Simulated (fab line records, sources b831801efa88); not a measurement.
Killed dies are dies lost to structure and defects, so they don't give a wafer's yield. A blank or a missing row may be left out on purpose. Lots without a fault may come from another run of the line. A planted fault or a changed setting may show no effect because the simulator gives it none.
fab line records | flow gf180mcu
record lots=13 wafers=39 last_day=34
route steps=602 shown CONTACT@289 M1@316 V1@350
lots that met no fault: from a run of the same line without faults
start_h: hours from the record's first day to the start of the lot's first wafer shown | wait_h: hours since the lot's step before | " the same as in the row above | L1.1+2: a row that stands for several wafers | - no value, or no start given | * or withheld: withheld | < > ~ a bound
route shown NAME@n: a module of which the file shows steps, and the number in the route of the first | usual: mean/standard deviation of fault-free wafers | same: alike in all rows | chamber/n: place in a boat | sites: the reading at each site | _std_site: their standard deviation | _edge_site: outer sites' mean less inner sites' | radius_mm: how far each site lies from the wafer's centre | mask NAME#n: copy n | behind: the tool/chamber that last shaped the wafer | hold: why the lot was held/for how many hours/how that ended | device: the transistor (n, p or np) that didn't switch | end of line: the same wafers' tests at the end of the route | a step without rows: its recipe alone | killed: dies lost to structure and defects at the first sort, not the wafer's yield | map: a wafer's dies, x killed, . not, _ none there
set.NAME: the setting as run; set.NAME@STEP: as run at that earlier step | model.NAME: the simulator's own value behind a step, which no gauge read
steps of the route over a sample of lots; a table a step, a row a wafer
services: from which hour (start_h, from the record's first day; less than 0 if before it) a tool's chamber was out of use, for how many hours, and why
## steps
# step GF_CONTACT_CVD_02
# recipe material=SiO2 target_thk_nm=860 precursor=TEOS temp_c=400 time_s=95.992 rf_w=600
# usual heater_power_w=602/71
# columns lot.wafer tool chamber start_h wait_h heater_power_w since_wet_clean_h
L835.1 pecvd-01 0 341.89 0.1 636 167
L835.2 " 2 " " 537 167
L835.3 " 1 " " 664 167
L836.1 pecvd-01 0 350.61 0.1 664 176
L836.5 " 1 " " 713 -
L836.6 " 0 " " 522 -
L837.1 pecvd-01 0 355.33 0.1 665 181
L837.3 " 1 " " 657 181
L837.6 " 0 " " 531 -
L838.2 pecvd-02 0 370.59 0.0 787 612
L838.3 " 1 " " 608 612
L838.4 " 2 " " 581 -
L839.1 pecvd-02 2 375.59 0.1 492 617
L839.4 " 2 " " 556 -
L839.5 " 1 " " 617 -
L840.2 pecvd-02 0 386.93 0.0 709 629
L840.4 " 0 " " 768 -
L840.5 " 2 " " 550 -
L842.2 pecvd-04 0 402.53 0.0 628 20
L842.3 " 1 " " 612 20
L842.4 " 0 " " 653 -
L845.1 pecvd-04 2 431.26 0.1 657 48
L845.4 " 2 " " 502 -
L845.6 " 1 " " 590 -
L846.1 pecvd-01 1 445.64 0.1 725 271
L846.5 " 0 " " 598 -
L846.6 " 2 " " 460 -
L847.2 pecvd-02 2 446.54 0.0 470 688
L847.4 " 1 " " 500 -
L847.5 " 0 " " 634 -
L848.2 pecvd-04 2 454.02 0.0 588 71
L848.5 " 2 " " 624 -
L848.6 " 0 " " 669 -
L852.1 pecvd-04 0 487.04 0.1 621 104
L852.2 " 1 " " 581 104
L852.3 " 2 " " 633 104
L856.1 pecvd-01 2 525.23 0.1 543 351
L856.3 " 0 " " 634 351
L856.6 " 1 " " 666 -
# step GF_CONTACT_THK_MEAS_03
# recipe reads=SiO2_of_CONTACT_CVD_02
# usual CONTACT_CVD_02_THK=857/12
# columns lot.wafer tool chamber start_h wait_h CONTACT_CVD_02_THK[nm]
L835.1 film_metro-04 - 341.96 0.0 851
L835.2 " - " " 857
L835.3 " - " " 857
L836.1 film_metro-02 - 350.68 0.0 840
L836.5 " - " " 874
L836.6 " - " " 858
L837.1 film_metro-04 - 355.40 0.0 856
L837.3 " - " " 862
L837.6 " - " " 865
L838.2 film_metro-01 - 370.67 0.0 859
L838.3 " - " " 841
L838.4 " - " " 871
L839.1 film_metro-02 - 375.66 0.0 853
L839.4 " - " " 870
L839.5 " - " " 847
L840.2 film_metro-04 - 387.01 0.0 851
L840.4 " - " " 873
L840.5 " - " " 858
L842.2 film_metro-04 - 402.61 0.0 845
L842.3 " - " " 854
L842.4 " - " " 862
L845.1 film_metro-01 - 431.33 0.0 847
L845.4 " - " " 860
L845.6 " - " " 862
L846.1 film_metro-04 - 445.71 0.0 867
L846.5 " - " " 878
L846.6 " - " " 863
L847.2 film_metro-01 - 446.62 0.0 860
L847.4 " - " " 865
L847.5 " - " " 863
L848.2 film_metro-02 - 454.10 0.0 841
L848.5 " - " " 852
L848.6 " - " " 853
L852.1 film_metro-04 - 487.11 0.0 648
L852.2 " - " " 846
L852.3 " - " " 849
L856.1 film_metro-04 - 525.30 0.0 844
L856.3 " - " " 853
L856.6 " - " " 858
# step GF_CONTACT_CMP_04
# recipe material=SiO2 down_force_psi=4 platen_rpm=60 pad_velocity_m_s=0.94248
# usual motor_current_A=11.6/1.8 slurry_flow_ml_min=150.0/0.46 time_to_endpoint_s=112/7.9
# columns lot.wafer tool chamber start_h wait_h motor_current_A slurry_flow_ml_min time_to_endpoint_s
L835.3 cmp-01 2 342.02 0.0 12.3 149.5 117
L835.2 " 0 " " 9.3 149.2 122
L835.1 " 1 " " 10.3 149.4 109
L836.1 cmp-01 2 350.79 0.1 12.9 149.3 110
L836.5 " 1 " " 10.5 149.5 119
L836.6 " 2 " " 12.4 149.3 117
L837.1 cmp-02 0 355.46 0.1 13.1 149.1 109
L837.3 " 1 " " 16.3 150.2 115
L837.6 " 0 " " 12.2 149.7 112
L838.3 cmp-01 0 370.72 0.0 9.4 149.7 118
L838.4 " 1 " " 10.1 149.7 121
L838.2 " 2 " " 12.4 149.9 120
L839.1 cmp-01 0 375.77 0.1 9.6 149.9 123
L839.4 " 2 " " 12.6 149.3 121
L839.5 " 0 " " 9.5 150.8 120
L840.4 cmp-01 0 387.06 0.0 10.1 150.4 129
L840.2 " 2 " " 12.3 150.0 112
L840.5 " 1 " " 9.8 149.4 108
L842.2 cmp-01 3 402.66 0.0 11.1 149.8 112
L842.4 " 1 " " 10.6 149.9 111
L842.3 " 2 " " 12.0 150.4 114
L845.1 cmp-01 3 431.49 0.1 11.4 150.4 106
L845.4 " 0 " " 9.9 150.0 114
L845.6 " 1 " " 10.2 150.3 106
L846.1 cmp-01 1 445.92 0.2 10.2 149.6 107
L846.6 " 2 " " 12.2 150.1 111
L846.5 " 3 " " 11.1 150.0 119
L847.4 cmp-02 2 446.67 0.0 12.7 149.6 120
L847.2 " 3 " " 10.7 150.1 111
L847.5 " 3 " " 11.1 149.8 112
L848.2 cmp-02 1 454.25 0.1 15.7 150.0 103
L848.5 " 3 " " 10.3 149.3 111
L848.6 " 0 " " 11.9 149.8 106
L852.2 cmp-02 2 487.17 0.0 13.4 150.3 112
L852.3 " 0 " " 12.7 149.9 107
L852.1 " 1 " " 16.2 149.8 33
L856.1 cmp-01 1 525.36 0.1 10.7 149.9 99
L856.3 " 3 " " 11.6 149.9 111
L856.6 " 1 " " 10.3 149.6 104
# step GF_M1_SPUTTER_01
# recipe material=TiN target_thk_nm=30 power_w=6500 time_s=25 chamber_pressure_pa=0.4
# usual throttle_valve_pct=30.2/1.4
# columns lot.wafer tool chamber start_h wait_h throttle_valve_pct
L835.1 pvd_sputter-04 - 365.20 0.1 28.9
L835.2 " - " " 28.3
L835.3 " - " " 32.1
L836.1 pvd_sputter-01 - 374.05 0.1 29.7
L836.5 " - " " 31.1
L836.6 " - " " 29.6
L837.1 pvd_sputter-01 - 379.65 0.1 29.8
L837.3 " - " " 30.1
L837.6 " - " " 30.7
L838.2 pvd_sputter-01 - 395.30 0.1 29.5
L838.3 " - " " 29.6
L838.4 " - " " 31.0
L839.1 pvd_sputter-03 - 400.56 0.1 28.9
L839.4 " - " " 33.2
L839.5 " - " " 30.8
L840.2 pvd_sputter-04 - 412.80 0.1 31.8
L840.4 " - " " 28.4
L840.5 " - " " 31.7
L842.2 pvd_sputter-03 - 428.10 0.1 30.6
L842.3 " - " " 28.8
L842.4 " - " " 33.2
L845.1 pvd_sputter-04 - 457.05 0.1 32.2
L845.4 " - " " 28.4
L845.6 " - " " 29.0
L846.1 pvd_sputter-03 - 471.65 0.1 28.6
L846.5 " - " " 28.8
L846.6 " - " " 33.1
L847.2 pvd_sputter-04 - 473.07 0.1 28.1
L847.4 " - " " 32.3
L847.5 " - " " 28.5
L848.2 pvd_sputter-03 - 480.44 0.1 28.7
L848.5 " - " " 28.6
L848.6 " - " " 32.9
L852.1 pvd_sputter-03 - 512.59 0.1 28.9
L852.2 " - " " 33.0
L852.3 " - " " 30.8
L856.1 pvd_sputter-04 - 549.99 0.1 32.0
L856.3 " - " " 29.0
L856.6 " - " " 28.8
# step GF_V1_OVL_MEAS_15
# usual V1_OVL=3/6.1
# columns lot.wafer tool chamber start_h wait_h V1_OVL[nm]
L835.1 overlay-02 - 412.77 0.1 -3
L835.2 " - " " 7
L835.3 " - " " -2
L836.1 overlay-01 - 422.57 0.1 3
L836.5 " - " " 9
L836.6 " - " " 8
L837.1 overlay-02 - 428.82 0.1 -2
L837.3 " - " " 1
L837.6 " - " " 6
L838.2 overlay-01 - 445.47 0.1 -1
L838.3 " - " " 9
L838.4 " - " " -9
L839.1 overlay-01 - 450.37 0.1 -2
L839.4 " - " " 11
L839.5 " - " " 7
L840.2 overlay-02 - 462.52 0.1 6
L840.4 " - " " 9
L840.5 " - " " 1
L842.2 overlay-01 - 477.92 0.1 -1
L842.3 " - " " -2
L842.4 " - " " 5
L845.1 overlay-01 - 506.52 0.1 2
L845.4 " - " " 0
L845.6 " - " " 2
L846.1 overlay-02 - 519.32 0.1 13
L846.5 " - " " 11
L846.6 " - " " 12
L847.2 overlay-02 - 520.62 0.1 2
L847.4 " - " " 4
L847.5 " - " " -6
L848.2 overlay-01 - 528.67 0.1 0
L848.5 " - " " 2
L848.6 " - " " 7
L852.1 overlay-01 - 559.16 0.1 -8
L852.2 " - " " -13
L852.3 " - " " -12
L856.1 overlay-02 - 595.32 0.1 2
L856.3 " - " " -6
L856.6 " - " " -8
# step GF_V1_ETCH_16
# recipe chemistry=N2/H2 target_depth_a=withheld overetch_a=withheld time_s=withheld target=BARC ion_energy_ev=200 source_w=500 bias_w=100 pressure_mtorr=30 n2_flow_sccm=100 h2_flow_sccm=200
# usual drypump_motor_current_A=5.9/0.41 oes_product_au=0.855/0.0046 throttle_valve_pct=13.225/0.0093
# columns lot.wafer tool chamber start_h wait_h drypump_motor_current_A oes_product_au throttle_valve_pct
L835.1 rie_diel-01 1 412.81 0.0 5.4 0.861 13.237
L835.2 " 3 " " 5.8 0.861 13.229
L835.3 " 2 " " 5.4 0.862 13.233
L836.1 rie_diel-04 1 422.61 0.0 5.9 0.853 13.228
L836.5 " 3 " " 5.7 0.857 13.223
L836.6 " 2 " " 6.3 0.856 13.227
L837.1 rie_diel-02 0 428.85 0.0 6.1 0.855 13.216
L837.3 " 1 " " 5.3 0.854 13.228
L837.6 " 2 " " 5.9 0.860 13.234
L838.2 rie_diel-01 2 445.50 0.0 5.4 0.859 13.238
L838.3 " 1 " " 5.4 0.854 13.228
L838.4 " 0 " " 6.4 0.851 13.206
L839.1 rie_diel-04 2 450.40 0.0 6.3 0.854 13.227
L839.4 " 0 " " 6.7 0.853 13.217
L839.5 " 2 " " 6.2 0.857 13.217
L840.2 rie_diel-01 3 462.55 0.0 5.8 0.858 13.224
L840.4 " 0 " " 6.4 0.859 13.233
L840.5 " 1 " " 5.4 0.853 13.215
L842.2 rie_diel-04 2 477.95 0.0 6.2 0.849 13.218
L842.3 " 0 " " 6.7 0.850 13.226
L842.4 " 1 " " 5.9 0.857 13.242
L845.1 rie_diel-04 2 506.55 0.0 6.2 0.854 13.224
L845.4 " 0 " " 6.7 0.851 13.217
L845.6 " 0 " " 6.7 0.855 13.221
L846.1 rie_diel-04 0 519.35 0.0 6.7 0.845 13.232
L846.5 " 2 " " 6.2 0.854 13.229
L846.6 " 1 " " 5.9 0.856 13.224
L847.2 rie_diel-04 2 520.65 0.0 6.2 0.854 13.240
L847.4 " 1 " " 5.9 0.850 13.232
L847.5 " 2 " " 6.2 0.859 13.234
L848.2 rie_diel-02 3 528.70 0.0 5.5 0.852 13.216
L848.5 " 0 " " 6.2 0.864 13.207
L848.6 " 3 " " 5.5 0.847 13.226
L852.1 rie_diel-02 3 559.20 0.0 5.5 0.859 13.240
L852.2 " 1 " " 5.3 0.854 13.213
L852.3 " 2 " " 5.9 0.849 13.247
L856.1 rie_diel-01 3 595.35 0.0 5.8 0.857 13.216
L856.3 " 1 " " 5.4 0.853 13.228
L856.6 " 2 " " 5.4 0.857 13.226
## services
# columns tool chamber start_h hours kind
cmp-02 - 320.31 6.6 pm
pecvd-04 - 323.57 1.0 repair
pecvd-02 - 338.84 2.8 pm
rie_diel-01 - 351.23 1.8 repair
cmp-01 - 351.33 1.4 repair
pecvd-01 - 359.54 2.5 repair
pvd_sputter-04 - 361.54 0.8 repair
cmp-02 - 366.23 2.1 repair
pecvd-04 - 368.88 14.0 pm
cmp-02 - 374.93 1.1 repair
pecvd-04 0 374.99 21.6 repair
pecvd-02 - 377.55 0.7 repair
cmp-02 - 385.64 2.4 repair
cmp-01 - 404.00 4.0 pm
rie_diel-01 1 427.39 6.7 repair
pvd_sputter-03 - 446.41 2.7 repair
cmp-01 - 473.33 5.8 repair
pecvd-01 2 477.06 10.1 repair
cmp-01 - 479.11 12.1 pm
rie_diel-04 2 480.25 7.9 repair
rie_diel-04 3 547.80 23.8 repair
pecvd-01 0 571.43 11.3 repair
rie_diel-04 3 590.14 4.1 repair
cmp-01 - 593.93 6.0 pm
## key
first_sign step=GF_CONTACT_THK_MEAS_03 reading=CONTACT_CVD_02_THK direction=down sigmas=17 usual=857 struck=648
effect step=GF_CONTACT_CMP_04 reading=time_to_endpoint_s direction=down sigmas=10 usual=* struck=*
met_at GF_CONTACT_CVD_02
struck_lots L852
struck_wafers L852.1
sort_left_out L852.1
tester_left_out L852
not_acting_at GF_M1_SPUTTER_01,GF_V1_OVL_MEAS_15,GF_V1_ETCH_16
onset_between 454.02 487.04
fault kind=process_parameter_drift tool=pecvd-04 chamber=0 onset_h=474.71 steps=GF_CONTACT_CVD_02 channel=target_thk_nm offset=-217.84 shape=step end_h=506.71 acts_in=these_recipes_only stated=860
# tester_left_out: of these lots the tester's yield and bins aren't shown, on N5 and GAA mostly nor the transistor test; their killed dies are dies lost to structure and defects alone, not to doping, threshold or leakage, so they don't give the yield
# sort_left_out: the simulated sort isn't trusted on such a fault, so these wafers' sort isn't shown, and their yield isn't known
